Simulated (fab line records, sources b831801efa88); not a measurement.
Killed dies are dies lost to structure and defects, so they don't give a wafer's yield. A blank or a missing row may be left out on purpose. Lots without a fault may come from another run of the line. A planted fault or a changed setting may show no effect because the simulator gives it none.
Which tool did it? | flow gf180mcu | 12 lots, 36 wafers sampled, at 1 step of a route of 602

WHAT THE GAUGES READ, wafer by wafer
GF_M2_RS_MEAS_05: measures by four-point-probe.
lot  | measured     | on            | M2_ALCU_RS (ohm/sq)
L907 | day 18 20:37 | film_metro-02 | 0.0697 0.0689 0.0693
L908 | day 19 09:00 | film_metro-03 | 0.0694 0.0705 0.0696
L909 | day 19 20:52 | film_metro-02 | 0.0688 0.0696 0.0691
L910 | day 19 22:33 | film_metro-03 | 0.0688 0.0683 0.0690
L911 | day 20 03:22 | film_metro-04 | 0.0711 0.0696 0.0702
L913 | day 21 06:05 | film_metro-02 | 0.0702 0.0698 0.0691
L914 | day 21 08:08 | film_metro-03 | 0.0681 0.0694 0.0690
L925 | day 25 03:46 | film_metro-04 | 0.0690 0.0698 0.0687
L926 | day 25 11:41 | film_metro-03 | 0.0690 0.0696 0.0703
L927 | day 25 12:48 | film_metro-04 | 0.0685 0.0679 0.0674
L928 | day 25 18:51 | film_metro-03 | 0.0702 0.0691 0.0704
L929 | day 26 03:45 | film_metro-02 | 0.0702 0.0697 0.0704

WHICH TOOL RAN EACH LOT (tool, then ch and the chambers of the sampled wafers, then the start)
The record holds no process step before these readings.

WHAT THE TOOLS THEMSELVES READ (means of the sampled wafers that have a number; where no wafer has one, the mark that the record gives instead)
The record holds no such reading with a usual standard deviation.

THE ANSWER, worked out from the rows above alone
Rule: what is usual is taken from the lots themselves. Put in order of their means at a reading, lots are off if they are a third of the lots or fewer, leave a main group of 4 or more, and stand apart from it by a gap of 3 or more times the standard deviation of the main group's means; of several such gaps the widest counts. A main group whose means are all the same, to the digits that the tables above print for the reading, isn't used. A lot without any number at a reading at which 4 lots or more have one is off too. The other lots that the step has rows for count as sound. The gauges are gone through in route order, then the tools' own readings, and for those a lot's mean is taken as printed above. The first step at which some lot is off is used, and at that step the reading that is off furthest; a lot without a number counts as furthest.
No lot is off at any reading shown: from this, nothing can be told.

WHAT THE SIMULATOR HAD PUT IN
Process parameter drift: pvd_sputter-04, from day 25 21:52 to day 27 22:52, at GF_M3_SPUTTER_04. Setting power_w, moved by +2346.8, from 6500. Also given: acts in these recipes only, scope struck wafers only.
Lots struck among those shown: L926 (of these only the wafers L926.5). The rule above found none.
